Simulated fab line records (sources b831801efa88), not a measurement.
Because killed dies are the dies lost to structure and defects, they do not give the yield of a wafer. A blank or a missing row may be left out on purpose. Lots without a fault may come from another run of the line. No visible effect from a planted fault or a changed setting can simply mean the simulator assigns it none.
Matching of chambers    flow sky130    SKY_VIA2_CMP_24 on cmp-01 has 4 sister chambers
The step polishes, stops on SiO2, t overpolish 20 s, target thk 0 nm. 8 wafers are shown with their chamber, then 12 later ones without.

WAFERS, EACH WITH ITS CHAMBER
wafer   chamber  motorCurrentA (A)  timeToEndpointS (s)
L086.1  2        11.9               99
L093.1  3        11.8               109
L093.6  1        10.7               102
L085.2  1        10.4               99
L085.6  0        9.6                104
L095.1  0        9.9                104
L095.2  3        12.8               103
L095.5  2        12.0               98

WAFERS WHOSE CHAMBER IS MISSING
wafer   motorCurrentA (A)  timeToEndpointS (s)
L090.1  11.1               101
L090.5  11.9               102
L090.6  10.9               100
L094.2  10.9               101
L094.3  12.7               107
L094.5  11.4               101
L097.1  12.2               107
L097.2  12.7               101
L097.6  12.9               105
L092.3  12.3               98
L092.4  9.9                106
L092.5  12.1               106

CHAMBER TAKEN BY EACH
wafer   from the rows above           in truth
L090.1  can't be placed: 1 or 2       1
L090.5  can't be placed: 2 or 3       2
L090.6  can't be placed: 1 or 2       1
L094.2  can't be placed: 1 or 2       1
L094.3  3                             3
L094.5  can't be placed: 2 or 1 or 3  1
L097.1  3                             3
L097.2  can't be placed: 2 or 3       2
L097.6  3                             3
L092.3  2                             2
L092.4  can't be placed: 0 or 1       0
L092.5  3                             3
Placed correctly: 5 of 12. Not placeable from these rows: 7 (in 7, the candidates include the true chamber). 0 placed wrongly.
How it was worked out, from the rows above alone: a wafer's distance from a chamber is the root of the sum, over the readings, of the square of ((its reading less the chamber's mean) divided by the reading's scatter). The wafer belongs to the nearest chamber; if the next one is less than 2 further off, it can't be placed. A chamber's mean is the mean of its shown wafers. How the scatter is found: for the shown wafers, subtract from each reading the mean of its chamber, square and add these, divide the total by (wafers less chambers), then take the root.
